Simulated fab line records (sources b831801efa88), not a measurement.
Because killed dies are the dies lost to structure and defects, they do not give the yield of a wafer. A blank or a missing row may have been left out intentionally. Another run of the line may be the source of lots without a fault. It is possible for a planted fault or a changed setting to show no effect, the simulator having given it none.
fab line records	flow gf180mcu
record: lots: 12	wafers: 36	last-day: 34
route steps=602 shown V1@350 V2@384 M3@426
lots with no fault: from the same line, run without faults
start-h: start of the lot's first displayed wafer, in hours after the record's first day	wait-h: hours since the lot's step before	" repeats the value in the row above	L1.1+2: one row covering several wafers at once	- no value, or no start given	* or withheld: withheld	< > ~ a bound
route shown NAME@n: names a module that has steps shown in the file, with the first one's number in the route	usual: mean/standard deviation taken from wafers without a fault	same: alike in all rows	chamber/n: place in a boat	sites: each site's reading	_std_site: how widely they spread, as a standard deviation	_edge_site: mean of outer sites minus mean of inner sites	radius-mm: for every site, how far away it sits from the centre of the wafer	mask NAME#n: copy n	behind: the tool/chamber that last shaped the wafer	hold: reason for holding the lot/hours on hold/outcome of the hold	device: which transistor (n, p or np) failed to switch	end of line: the route-end tests of the same wafers	a step without rows: its recipe alone	killed: not the wafer's yield, but the dies lost to structure and defects at the first sort	map: a wafer's dies, x killed, . not, _ none there
set.NAME: the setting that was run; set.NAME@STEP: the one run at that earlier step	model.NAME: the simulator's own value behind a step, which no gauge read
route steps across a sampled set of lots; one table per step, one row per wafer
services: from which hour (start-h, from the record's first day; less than 0 if before it) a tool's chamber was out of use, for how many hours, and why
== steps ==
step: GF_V1_OVL_MEAS_15
usual: V1_OVL: 2/5.1
lot.wafer	tool	chamber	start-h	wait-h	V1_OVL[nm]
L850.2	overlay-01	-	420.58	0.1	-9
L850.3	"	-	"	"	-6
L850.4	"	-	"	"	-4
L852.3	overlay-01	-	428.91	0.1	2
L852.4	"	-	"	"	2
L852.6	"	-	"	"	-3
L854.1	overlay-02	-	446.63	0.1	8
L854.4	"	-	"	"	15
L854.6	"	-	"	"	13
L855.4	overlay-02	-	453.99	0.1	-3
L855.5	"	-	"	"	-4
L855.6	"	-	"	"	-5
L856.2	overlay-01	-	469.03	0.1	1
L856.3	"	-	"	"	4
L856.4	"	-	"	"	-2
L857.3	overlay-02	-	479.66	0.1	2
L857.4	"	-	"	"	2
L857.6	"	-	"	"	7
L862.2	overlay-01	-	527.74	0.1	2
L862.4	"	-	"	"	-3
L862.6	"	-	"	"	6
L863.2	overlay-02	-	528.20	0.1	10
L863.3	"	-	"	"	5
L863.4	"	-	"	"	4
L864.1	overlay-02	-	548.93	0.1	2
L864.2	"	-	"	"	4
L864.6	"	-	"	"	5
L868.1	overlay-01	-	566.98	0.1	3
L868.5	"	-	"	"	-6
L868.6	"	-	"	"	-4
L867.1	overlay-02	-	568.87	0.1	-1
L867.3	"	-	"	"	8
L867.4	"	-	"	"	14
L872.3	overlay-02	-	597.91	0.1	-1
L872.4	"	-	"	"	4
L872.6	"	-	"	"	-1
step: GF_V2_CVD_02
recipe: material: SiO2	target-thk-nm: 850	precursor: TEOS	temp-c: 400	time-s: 94.851	rf-w: 600
usual: heater-power-w: 671/120
lot.wafer	tool	chamber	start-h	wait-h	heater-power-w
L850.2	pecvd-02	2	447.91	0.0	775
L850.3	"	1	"	"	742
L850.4	"	2	"	"	825
L852.3	pecvd-04	0	456.43	0.0	519
L852.4	"	0	"	"	415
L852.6	"	1	"	"	645
L854.1	pecvd-02	1	474.62	0.1	739
L854.4	"	1	"	"	793
L854.6	"	2	"	"	812
L855.4	pecvd-03	1	480.98	0.1	693
L855.5	"	0	"	"	501
L855.6	"	2	"	"	837
L856.2	pecvd-04	0	496.48	0.0	421
L856.3	"	1	"	"	626
L856.4	"	2	"	"	713
L857.3	pecvd-02	1	505.34	0.0	724
L857.4	"	0	"	"	490
L857.6	"	1	"	"	770
L862.2	pecvd-03	1	552.82	0.0	692
L862.4	"	2	"	"	719
L862.6	"	0	"	"	629
L863.2	pecvd-02	1	553.02	0.0	628
L863.3	"	2	"	"	730
L863.4	"	0	"	"	594
L864.1	pecvd-02	0	572.53	0.1	628
L864.2	"	1	"	"	761
L864.6	"	1	"	"	784
L868.1	pecvd-04	2	590.85	0.1	633
L868.5	"	0	"	"	412
L868.6	"	1	"	"	666
L867.1	pecvd-02	1	592.85	0.1	798
L867.3	"	2	"	"	861
L867.4	"	1	"	"	626
L872.3	pecvd-04	2	620.88	0.0	696
L872.4	"	2	"	"	749
L872.6	"	1	"	"	690
step: GF_V2_CVD_23
recipe: material: W	target-thk-nm: 350	time-s: 104.94	temp-c: 400	pressure-torr: 40
usual: heater-power-w: 918/69
lot.wafer	tool	chamber	start-h	wait-h	heater-power-w
L850.2	cvd-w-02	1	474.73	0.0	1000
L850.3	"	1	"	"	982
L850.4	"	0	"	"	847
L852.3	cvd-w-01	0	482.63	0.1	873
L852.4	"	1	"	"	981
L852.6	"	0	"	"	871
L854.1	cvd-w-01	0	499.85	0.0	833
L854.4	"	0	"	"	844
L854.6	"	0	"	"	854
L855.4	cvd-w-01	1	505.87	0.1	952
L855.5	"	1	"	"	948
L855.6	"	0	"	"	856
L856.2	cvd-w-02	1	520.84	0.1	976
L856.3	"	1	"	"	1002
L856.4	"	1	"	"	1011
L857.3	cvd-w-02	1	530.27	0.1	1022
L857.4	"	0	"	"	814
L857.6	"	0	"	"	833
L862.2	cvd-w-02	1	575.75	0.0	1000
L862.4	"	1	"	"	996
L862.6	"	1	"	"	1002
L863.2	cvd-w-01	0	576.37	0.0	876
L863.3	"	1	"	"	959
L863.4	"	0	"	"	892
L864.1	cvd-w-02	0	595.05	0.0	834
L864.2	"	1	"	"	981
L864.6	"	0	"	"	805
L868.1	cvd-w-01	1	612.54	0.0	955
L868.5	"	1	"	"	955
L868.6	"	0	"	"	870
L867.1	cvd-w-01	0	614.44	0.0	875
L867.3	"	1	"	"	989
L867.4	"	0	"	"	853
L872.3	cvd-w-01	0	642.60	0.1	856
L872.4	"	1	"	"	968
L872.6	"	0	"	"	864
step: GF_V2_RS_MEAS_24
recipe: thk-meas-gauge: four-point-probe	reads: W_of_V2_CVD_23+TiN_of_V2_SPUTTER_22+Ti_of_V2_SPUTTER_21
usual: V2_W_RS: 0.325/0.005
lot.wafer	tool	chamber	start-h	wait-h	V2_W_RS[ohm/sq]
L850.2	film-metro-02	-	474.86	0.1	0.328
L850.3	"	-	"	"	0.332
L850.4	"	-	"	"	0.327
L852.3	film-metro-04	-	482.75	0.1	0.323
L852.4	"	-	"	"	0.320
L852.6	"	-	"	"	0.329
L854.1	film-metro-01	-	499.96	0.1	0.329
L854.4	"	-	"	"	0.330
L854.6	"	-	"	"	0.331
L855.4	film-metro-04	-	506.01	0.1	0.322
L855.5	"	-	"	"	0.321
L855.6	"	-	"	"	0.327
L856.2	film-metro-01	-	521.05	0.2	0.324
L856.3	"	-	"	"	0.331
L856.4	"	-	"	"	0.327
L857.3	film-metro-01	-	530.39	0.1	0.329
L857.4	"	-	"	"	0.328
L857.6	"	-	"	"	0.332
L862.2	film-metro-04	-	575.88	0.1	0.310
L862.4	"	-	"	"	0.311
L862.6	"	-	"	"	0.309
L863.2	film-metro-04	-	576.50	0.1	0.328
L863.3	"	-	"	"	0.311
L863.4	"	-	"	"	0.325
L864.1	film-metro-01	-	595.16	0.1	0.312
L864.2	"	-	"	"	0.309
L864.6	"	-	"	"	0.309
L868.1	film-metro-04	-	612.66	0.1	0.315
L868.5	"	-	"	"	0.312
L868.6	"	-	"	"	0.320
L867.1	film-metro-04	-	614.55	0.1	0.329
L867.3	"	-	"	"	0.314
L867.4	"	-	"	"	0.325
L872.3	film-metro-02	-	642.72	0.1	0.328
L872.4	"	-	"	"	0.312
L872.6	"	-	"	"	0.324
step: GF_V2_THK_MEAS_25
recipe: thk-meas-gauge: xrf	reads: W_of_V2_CVD_23
usual: V2_W_THK: 346/6
lot.wafer	tool	chamber	start-h	wait-h	V2_W_THK[nm]
L850.2	film-metro-02	-	474.97	0.1	338
L850.3	"	-	"	"	334
L850.4	"	-	"	"	341
L852.3	film-metro-04	-	482.85	0.1	345
L852.4	"	-	"	"	348
L852.6	"	-	"	"	339
L854.1	film-metro-01	-	500.08	0.1	342
L854.4	"	-	"	"	343
L854.6	"	-	"	"	341
L855.4	film-metro-04	-	506.10	0.1	345
L855.5	"	-	"	"	346
L855.6	"	-	"	"	340
L856.2	film-metro-01	-	521.16	0.1	349
L856.3	"	-	"	"	340
L856.4	"	-	"	"	344
L857.3	film-metro-01	-	530.49	0.1	342
L857.4	"	-	"	"	344
L857.6	"	-	"	"	340
L862.2	film-metro-04	-	575.99	0.1	359
L862.4	"	-	"	"	356
L862.6	"	-	"	"	362
L863.2	film-metro-04	-	576.61	0.1	339
L863.3	"	-	"	"	357
L863.4	"	-	"	"	342
L864.1	film-metro-01	-	595.28	0.1	362
L864.2	"	-	"	"	369
L864.6	"	-	"	"	365
L868.1	film-metro-04	-	612.78	0.1	357
L868.5	"	-	"	"	358
L868.6	"	-	"	"	348
L867.1	film-metro-04	-	614.67	0.1	338
L867.3	"	-	"	"	356
L867.4	"	-	"	"	344
L872.3	film-metro-02	-	642.82	0.1	339
L872.4	"	-	"	"	355
L872.6	"	-	"	"	344
step: GF_M3_STRIP_17
recipe: chemistry: O2/N2	power-w: 1400	pressure-mtorr: 1500	platen-temp-c: 250	o2-flow-sccm: 3000	n2-flow-sccm: 300	overash-fraction: 0.5
usual: chamber-pressure-mTorr: 1500.0/1.5	drypump-motor-current-A: 5.7/0.33	heater-power-w: 321/26	oes-product-au: 0.557/0.005	strip-time-to-endpoint-s: 7.84/0.044
lot.wafer	tool	chamber	start-h	wait-h	chamber-pressure-mTorr	drypump-motor-current-A	heater-power-w	oes-product-au	rf-hours-counter-h	strip-time-to-endpoint-s
L850.2	plasma-asher-03	1	500.34	0.1	1500.2	5.9	368	0.556	77	7.86
L850.3	"	0	"	"	1501.0	5.8	316	0.557	-	7.89
L850.4	"	1	"	"	1498.9	5.8	353	0.562	-	7.82
L852.3	plasma-asher-04	0	507.61	0.1	1500.3	5.8	305	0.559	-	7.82
L852.4	"	1	"	"	1499.9	5.7	354	0.548	-	7.89
L852.6	"	0	"	"	1499.0	5.8	302	0.559	-	7.86
L854.1	plasma-asher-02	0	524.24	0.1	1500.0	6.1	323	0.565	43	7.87
L854.4	"	0	"	"	1499.3	6.2	323	0.552	-	7.79
L854.6	"	1	"	"	1501.4	5.2	289	0.557	-	7.86
L855.4	plasma-asher-03	1	530.16	0.1	1495.8	5.8	351	0.554	-	7.76
L855.5	"	0	"	"	1498.4	5.8	304	0.553	-	7.85
L855.6	"	1	"	"	1501.3	5.9	357	0.557	-	7.88
L856.2	plasma-asher-02	0	543.90	0.1	1499.4	6.2	320	0.555	45	7.91
L856.3	"	0	"	"	1497.8	6.2	324	0.558	-	7.85
L856.4	"	1	"	"	1499.0	5.2	279	0.565	-	7.90
L857.3	plasma-asher-03	0	553.48	0.1	1498.2	5.8	317	0.552	-	7.85
L857.4	"	1	"	"	1502.0	5.9	356	0.559	-	7.89
L857.6	"	0	"	"	1497.5	5.8	307	0.559	-	7.87
L862.2	plasma-asher-03	0	597.22	0.1	1504.6	5.8	308	0.562	87	7.89
L862.4	"	0	"	"	1499.3	5.8	303	0.552	-	7.92
L862.6	"	0	"	"	1499.8	5.8	313	0.562	-	7.93
L863.2	plasma-asher-02	1	598.84	0.1	1500.5	5.2	288	0.559	52	7.83
L863.3	"	1	"	"	1502.8	5.3	288	0.558	-	7.81
L863.4	"	0	"	"	1499.3	6.1	326	0.555	-	7.81
L864.1	plasma-asher-04	0	616.55	0.1	1501.9	5.8	304	0.551	89	7.79
L864.2	"	1	"	"	1499.7	5.7	346	0.554	89	7.81
L864.6	"	0	"	"	1501.0	5.8	312	0.553	-	7.76
L868.1	plasma-asher-02	0	633.79	0.1	1499.9	6.2	324	0.556	56	7.87
L868.5	"	1	"	"	1499.7	5.2	287	0.557	-	7.85
L868.6	"	0	"	"	1500.7	6.1	320	0.557	-	7.82
L867.1	plasma-asher-02	1	635.58	0.1	1498.9	5.2	280	0.553	56	7.79
L867.3	"	1	"	"	1498.7	5.2	293	0.557	-	7.85
L867.4	"	0	"	"	1501.0	6.1	322	0.555	-	7.81
L872.3	plasma-asher-02	1	663.87	0.1	1498.4	5.2	294	0.559	-	7.84
L872.4	"	0	"	"	1500.1	6.2	322	0.554	-	7.86
L872.6	"	0	"	"	1501.8	6.1	326	0.553	-	7.83
== services ==
tool	chamber	start-h	hours	kind
pecvd-04	1	439.05	9.3	repair
plasma-asher-04	-	441.86	0.8	repair
plasma-asher-03	-	444.83	1.2	repair
cvd-w-02	-	450.21	15.6	pm
plasma-asher-03	-	452.00	19.8	pm
cvd-w-02	0	482.66	1.5	repair
pecvd-03	2	486.81	4.9	repair
pecvd-03	-	487.27	4.3	pm
cvd-w-02	-	495.01	6.9	pm
plasma-asher-02	-	497.61	15.7	repair
pecvd-03	-	505.89	0.5	repair
cvd-w-02	0	508.90	13.1	repair
pecvd-02	-	514.39	3.2	repair
plasma-asher-02	-	538.74	2.8	pm
plasma-asher-03	-	551.05	2.1	repair
plasma-asher-04	-	551.22	2.8	pm
plasma-asher-03	-	588.23	4.9	repair
pecvd-04	-	591.12	14.0	pm
pecvd-04	0	591.12	14.0	vent-cycle
pecvd-04	1	591.12	14.0	vent-cycle
pecvd-04	2	591.12	14.0	vent-cycle
pecvd-04	0	605.12	-	clean
pecvd-04	1	605.12	-	clean
pecvd-03	-	640.49	0.4	repair
== key ==
first-sign: step: GF_V2_RS_MEAS_24	reading: V2_W_RS	direction: down	sigmas: 3	usual: 0.325	struck: 0.310
effect: step: GF_V2_THK_MEAS_25	reading: V2_W_THK	direction: up	sigmas: 2.7	usual: 346	struck: 362
met-at GF_V2_CVD_23
struck-lots L862,L864
not-acting-at GF_V1_OVL_MEAS_15,GF_V2_CVD_02,GF_M3_STRIP_17
onset-between 530.27 575.75
fault: kind: process-parameter-drift	tool: cvd-w-02	chamber: -	onset-h: 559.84	steps: GF_V2_CVD_23	channel: target-thk-nm	offset: 19.98	shape: step	end-h: 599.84	acts-in: these-recipes-only	stated: 350
